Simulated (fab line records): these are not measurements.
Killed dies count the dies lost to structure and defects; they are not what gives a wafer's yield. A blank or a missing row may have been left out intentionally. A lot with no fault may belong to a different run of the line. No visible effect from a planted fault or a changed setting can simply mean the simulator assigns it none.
Which tool was responsible? + flow sky130 + 72 wafers from 24 lots sampled at 6 of the route's 708 steps

## WHAT EACH GAUGE READ, for each wafer
SKY_CONTACT_OVL_MEAS_15.
| lot  | measured     | on         | CONTACT_OVL (nm) |
|------|--------------|------------|------------------|
| L074 | day 31 21:11 | overlay-01 | -1 0 -6          |
| L075 | day 32 04:17 | overlay-01 | 2 -6 -2          |
| L076 | day 32 15:59 | overlay-01 | 5 5 -2           |
| L077 | day 32 22:57 | overlay-01 | 0 9 7            |
| L078 | day 32 23:47 | overlay-01 | -5 -6 -1         |
| L079 | day 33 03:42 | overlay-01 | 6 2 3            |
| L080 | day 33 19:35 | overlay-02 | 2 -1 4           |
| L081 | day 34 01:56 | overlay-02 | 9 8 5            |
| L082 | day 34 02:44 | overlay-02 | 1 -1 10          |
| L083 | day 34 08:35 | overlay-02 | -3 4 -4          |
| L084 | day 34 20:20 | overlay-01 | -4 0 -6          |
| L085 | day 35 01:08 | overlay-02 | 0 -1 1           |
| L086 | day 35 13:47 | overlay-02 | 0 7 0            |
| L087 | day 35 20:08 | overlay-02 | 7 10 5           |
| L088 | day 36 02:50 | overlay-01 | 10 -1 9          |
| L089 | day 36 06:29 | overlay-02 | 1 -12 2          |
| L090 | day 36 15:56 | overlay-01 | 6 0 1            |
| L091 | day 36 22:08 | overlay-01 | 17 13 7          |
| L092 | day 37 16:56 | overlay-02 | 0 0 -1           |
| L093 | day 37 22:50 | overlay-01 | 4 2 10           |
| L094 | day 37 23:59 | overlay-01 | -1 -5 -1         |
| L095 | day 38 05:08 | overlay-02 | 7 5 6            |
| L096 | day 38 11:48 | overlay-01 | 4 6 4            |
| L097 | day 38 19:44 | overlay-01 | -6 0 6           |

SKY_METAL1_THK_MEAS_06: measures by xrf.
| lot  | measured     | on            | METAL1_ALCU_THK (nm) |
|------|--------------|---------------|----------------------|
| L074 | day 31 22:52 | film_metro-03 | 252 245 252          |
| L075 | day 32 06:35 | film_metro-04 | 245 249 246          |
| L076 | day 32 17:45 | film_metro-01 | 246 250 247          |
| L077 | day 33 00:41 | film_metro-04 | 250 245 252          |
| L078 | day 33 01:30 | film_metro-04 | 251 250 252          |
| L079 | day 33 05:23 | film_metro-04 | 248 250 250          |
| L080 | day 33 21:19 | film_metro-04 | 249 249 250          |
| L081 | day 34 03:40 | film_metro-01 | 246 247 249          |
| L082 | day 34 04:26 | film_metro-04 | 247 250 249          |
| L083 | day 34 10:17 | film_metro-03 | 246 245 251          |
| L084 | day 34 22:01 | film_metro-04 | 252 248 251          |
| L085 | day 35 02:53 | film_metro-01 | 248 255 255          |
| L086 | day 35 15:30 | film_metro-03 | 250 248 251          |
| L087 | day 35 21:50 | film_metro-01 | 248 250 247          |
| L088 | day 36 04:30 | film_metro-03 | 245 251 248          |
| L089 | day 36 08:10 | film_metro-04 | 243 248 248          |
| L090 | day 36 17:37 | film_metro-03 | 244 244 244          |
| L091 | day 36 23:48 | film_metro-01 | 245 251 249          |
| L092 | day 37 18:43 | film_metro-03 | 246 251 244          |
| L093 | day 38 00:37 | film_metro-03 | 247 244 243          |
| L094 | day 38 01:41 | film_metro-01 | 247 249 253          |
| L095 | day 38 06:49 | film_metro-04 | 245 245 251          |
| L096 | day 38 13:29 | film_metro-03 | 242 246 248          |
| L097 | day 38 21:24 | film_metro-01 | 248 251 252          |

SKY_VIA2_CD_MEAS_12 targets a cd of 200 nm.
| lot  | measured     | on        | cd_nm (nm)        |
|------|--------------|-----------|-------------------|
| L074 | day 36 14:14 | cd_sem-01 | 200.8 201.5 200.9 |
| L075 | day 36 20:35 | cd_sem-01 | 201.6 202.1 200.7 |
| L076 | day 37 08:07 | cd_sem-01 | 200.3 201.5 202.0 |
| L077 | day 37 14:54 | cd_sem-01 | 198.6 198.3 198.4 |
| L078 | day 37 15:32 | cd_sem-01 | 199.3 199.7 198.3 |
| L079 | day 37 19:02 | cd_sem-01 | 201.0 200.7 199.7 |
| L080 | day 38 09:45 | cd_sem-01 | 198.1 199.7 199.2 |
| L081 | day 38 16:15 | cd_sem-02 | 200.7 199.2 199.0 |
| L082 | day 38 17:22 | cd_sem-01 | 200.8 200.0 202.1 |
| L083 | day 38 22:52 | cd_sem-02 | 199.3 199.5 200.1 |
| L084 | day 39 10:27 | cd_sem-02 | 200.7 201.0 201.0 |
| L085 | day 39 13:59 | cd_sem-02 | 198.6 199.8 198.7 |
| L086 | day 40 02:20 | cd_sem-02 | 201.0 201.9 203.3 |
| L087 | day 40 08:18 | cd_sem-01 | 200.0 199.4 199.5 |
| L088 | day 40 13:29 | cd_sem-01 | 200.6 199.3 200.5 |
| L089 | day 40 17:50 | cd_sem-02 | 204.4 203.4 203.2 |
| L090 | day 41 02:47 | cd_sem-02 | 199.5 200.2 200.0 |
| L091 | day 41 07:59 | cd_sem-02 | 201.0 201.9 202.1 |
| L092 | day 42 01:44 | cd_sem-01 | 199.4 198.8 198.1 |
| L093 | day 42 06:53 | cd_sem-01 | 198.9 198.5 199.5 |
| L094 | day 42 07:25 | cd_sem-02 | 201.2 200.2 199.2 |
| L095 | day 42 13:01 | cd_sem-02 | 196.8 196.7 196.9 |
| L096 | day 42 18:08 | cd_sem-01 | 201.6 200.0 200.6 |
| L097 | day 43 03:07 | cd_sem-01 | 197.5 199.6 199.5 |

SKY_VIA4_OVL_MEAS_11.
| lot  | measured     | on         | VIA4_OVL (nm)  |
|------|--------------|------------|----------------|
| L074 | day 43 03:17 | overlay-02 | -0.5 -0.1 -0.1 |
| L075 | day 43 05:55 | overlay-01 | -1.5 -0.6 0.1  |
| L076 | day 43 16:52 | overlay-02 | 1.0 2.1 1.3    |
| L077 | day 43 23:31 | overlay-01 | -1.2 -1.3 -1.2 |
| L078 | day 43 23:55 | overlay-02 | -3.1 -1.4 -3.8 |
| L079 | day 44 02:55 | overlay-02 | 0.5 0.3 0.5    |
| L080 | day 44 15:35 | overlay-02 | -0.8 -0.7 -0.7 |
| L081 | day 44 21:16 | overlay-01 | 0.8 1.7 0.7    |
| L082 | day 44 22:03 | overlay-02 | -2.1 -0.3 -0.6 |
| L083 | day 45 03:52 | overlay-02 | 1.4 1.1 0.5    |
| L084 | day 45 14:13 | overlay-01 | -0.1 -2.1 -0.8 |
| L085 | day 45 15:46 | overlay-01 | -0.5 -0.9 -1.0 |
| L086 | day 46 02:09 | overlay-02 | -0.3 -2.2 -0.8 |
| L087 | day 46 09:40 | overlay-01 | 0.4 2.7 3.0    |
| L088 | day 46 11:54 | overlay-02 | 0.1 0.5 -1.0   |
| L089 | day 46 14:34 | overlay-02 | -0.1 0.1 -2.4  |
| L090 | day 46 23:39 | overlay-02 | -0.4 -2.0 1.1  |
| L091 | day 47 04:15 | overlay-01 | 1.9 2.6 3.0    |
| L092 | day 47 19:04 | overlay-02 | 1.0 2.5 3.1    |
| L093 | day 48 01:22 | overlay-02 | -0.2 -1.7 -0.4 |
| L094 | day 48 01:52 | overlay-01 | 1.6 -1.0 -1.7  |
| L095 | day 48 05:37 | overlay-01 | 0.4 1.2 1.3    |
| L096 | day 48 09:55 | overlay-02 | -2.1 -1.6 -2.9 |
| L097 | day 48 16:28 | overlay-01 | 0.7 0.0 1.5    |

## WHAT TOOL EACH LOT RAN ON (gives the tool, then ch and the chambers of the sampled wafers, and finally the start)
| lot  | SKY_CONTACT_STRIP_19                 | SKY_METAL1_SPUTTER_00        |
|------|--------------------------------------|------------------------------|
| L074 | plasma_asher-01 ch 0,1, day 31 21:21 | pvd_sputter-02, day 31 22:35 |
| L075 | plasma_asher-04 ch 0,1, day 32 04:27 | pvd_sputter-02, day 32 06:19 |
| L076 | plasma_asher-02 ch 0,1, day 32 16:11 | pvd_sputter-03, day 32 17:28 |
| L077 | plasma_asher-04 ch 0,1, day 32 23:07 | pvd_sputter-03, day 33 00:25 |
| L078 | plasma_asher-04 ch 0,1, day 32 23:57 | pvd_sputter-04, day 33 01:14 |
| L079 | plasma_asher-01 ch 0,1, day 33 03:52 | pvd_sputter-04, day 33 05:07 |
| L080 | plasma_asher-01 ch 0,1, day 33 19:45 | pvd_sputter-04, day 33 21:02 |
| L081 | plasma_asher-01 ch 0,1, day 34 02:08 | pvd_sputter-03, day 34 03:23 |
| L082 | plasma_asher-01 ch 0,1, day 34 02:54 | pvd_sputter-04, day 34 04:10 |
| L083 | plasma_asher-04 ch 0,1, day 34 08:45 | pvd_sputter-03, day 34 10:01 |
| L084 | plasma_asher-01 ch 0,1, day 34 20:30 | pvd_sputter-03, day 34 21:45 |
| L085 | plasma_asher-01 ch 0,1, day 35 01:18 | pvd_sputter-02, day 35 02:38 |
| L086 | plasma_asher-02 ch 0,1, day 35 13:57 | pvd_sputter-02, day 35 15:14 |
| L087 | plasma_asher-04 ch 0,1, day 35 20:20 | pvd_sputter-04, day 35 21:33 |
| L088 | plasma_asher-02 ch 0,1, day 36 03:00 | pvd_sputter-02, day 36 04:14 |
| L089 | plasma_asher-01 ch 0,1, day 36 06:39 | pvd_sputter-03, day 36 07:53 |
| L090 | plasma_asher-02 ch 0,1, day 36 16:06 | pvd_sputter-03, day 36 17:20 |
| L091 | plasma_asher-01 ch 0, day 36 22:18   | pvd_sputter-02, day 36 23:32 |
| L092 | plasma_asher-01 ch 0,1, day 37 17:06 | pvd_sputter-03, day 37 18:27 |
| L093 | plasma_asher-02 ch 0,1, day 37 23:00 | pvd_sputter-02, day 38 00:21 |
| L094 | plasma_asher-04 ch 0,1, day 38 00:09 | pvd_sputter-03, day 38 01:26 |
| L095 | plasma_asher-04 ch 0,1, day 38 05:20 | pvd_sputter-02, day 38 06:32 |
| L096 | plasma_asher-01 ch 0,1, day 38 11:58 | pvd_sputter-02, day 38 13:13 |
| L097 | plasma_asher-01 ch 0,1, day 38 19:54 | pvd_sputter-04, day 38 21:08 |
- SKY_CONTACT_STRIP_19: strips in O2/N2.
- SKY_METAL1_SPUTTER_00: material Ti, target thk 15 nm, time 10 s.

## WHAT THE TOOLS THEMSELVES READ (means of the sampled wafers that have a number; where no wafer has one, the mark that the record gives instead)
SKY_CONTACT_STRIP_19.
| lot  | tool            | drypump_motor_current_A (A) | oes_product_au (a.u.) | strip_time_to_endpoint_s (s) |
|------|-----------------|-----------------------------|-----------------------|------------------------------|
| L074 | plasma_asher-01 | 5.71                        | 0.378                 | 3.62                         |
| L075 | plasma_asher-04 | 5.55                        | 0.378                 | 3.61                         |
| L076 | plasma_asher-02 | 5.52                        | 0.379                 | 3.63                         |
| L077 | plasma_asher-04 | 5.42                        | 0.377                 | 3.62                         |
| L078 | plasma_asher-04 | 5.40                        | 0.378                 | 3.60                         |
| L079 | plasma_asher-01 | 5.72                        | 0.383                 | 3.63                         |
| L080 | plasma_asher-01 | 5.72                        | 0.380                 | 3.63                         |
| L081 | plasma_asher-01 | 5.86                        | 0.380                 | 3.60                         |
| L082 | plasma_asher-01 | 5.85                        | 0.374                 | 3.58                         |
| L083 | plasma_asher-04 | 5.56                        | 0.380                 | 3.59                         |
| L084 | plasma_asher-01 | 5.71                        | 0.388                 | 3.59                         |
| L085 | plasma_asher-01 | 5.86                        | 0.387                 | 3.64                         |
| L086 | plasma_asher-02 | 5.46                        | 0.387                 | 3.65                         |
| L087 | plasma_asher-04 | 5.55                        | 0.377                 | 3.54                         |
| L088 | plasma_asher-02 | 5.47                        | 0.380                 | 3.64                         |
| L089 | plasma_asher-01 | 5.73                        | 0.378                 | 3.65                         |
| L090 | plasma_asher-02 | 5.47                        | 0.381                 | 3.62                         |
| L091 | plasma_asher-01 | 5.53                        | 0.384                 | 3.64                         |
| L092 | plasma_asher-01 | 5.71                        | 0.384                 | 3.59                         |
| L093 | plasma_asher-02 | 5.47                        | 0.379                 | 3.61                         |
| L094 | plasma_asher-04 | 5.39                        | 0.379                 | 3.62                         |
| L095 | plasma_asher-04 | 5.42                        | 0.385                 | 3.62                         |
| L096 | plasma_asher-01 | 5.86                        | 0.379                 | 3.64                         |
| L097 | plasma_asher-01 | 5.85                        | 0.381                 | 3.63                         |

SKY_METAL1_SPUTTER_00.
| lot  | tool           | throttle_valve_pct (%) |
|------|----------------|------------------------|
| L074 | pvd_sputter-02 | 29.2                   |
| L075 | pvd_sputter-02 | 29.6                   |
| L076 | pvd_sputter-03 | 29.4                   |
| L077 | pvd_sputter-03 | 30.0                   |
| L078 | pvd_sputter-04 | 30.5                   |
| L079 | pvd_sputter-04 | 28.6                   |
| L080 | pvd_sputter-04 | 30.5                   |
| L081 | pvd_sputter-03 | 29.7                   |
| L082 | pvd_sputter-04 | 29.5                   |
| L083 | pvd_sputter-03 | 29.6                   |
| L084 | pvd_sputter-03 | 29.7                   |
| L085 | pvd_sputter-02 | 29.7                   |
| L086 | pvd_sputter-02 | 29.4                   |
| L087 | pvd_sputter-04 | 28.5                   |
| L088 | pvd_sputter-02 | 29.9                   |
| L089 | pvd_sputter-03 | 29.4                   |
| L090 | pvd_sputter-03 | 29.6                   |
| L091 | pvd_sputter-02 | 29.3                   |
| L092 | pvd_sputter-03 | 30.1                   |
| L093 | pvd_sputter-02 | 29.3                   |
| L094 | pvd_sputter-03 | 30.1                   |
| L095 | pvd_sputter-02 | 29.6                   |
| L096 | pvd_sputter-02 | 29.2                   |
| L097 | pvd_sputter-04 | 29.6                   |

## THE ANSWER, worked out from the rows above alone
Rule: usual is defined by the lots themselves. Put in order of their means at a reading, lots are off if they are a third of the lots or fewer, leave a main group of 4 or more, and stand apart from it by a gap of 3 or more times the standard deviation of the main group's means; of several such gaps the widest counts. Not used: any main group whose means are identical at the precision the tables above print for the reading. Also off: a lot with no number at a reading for which 4 or more lots have one. Any other lot the step has rows for is counted as sound. After the gauges, taken in route order, come the tools' own readings; for these a lot's mean is taken, as printed above. At the first step where some lot is off, the reading lying furthest off is the one used; lots without a number count as furthest.
Across all readings shown, no lot is off: no conclusion can be drawn from this.

## WHAT HAD BEEN PUT IN BY THE SIMULATOR
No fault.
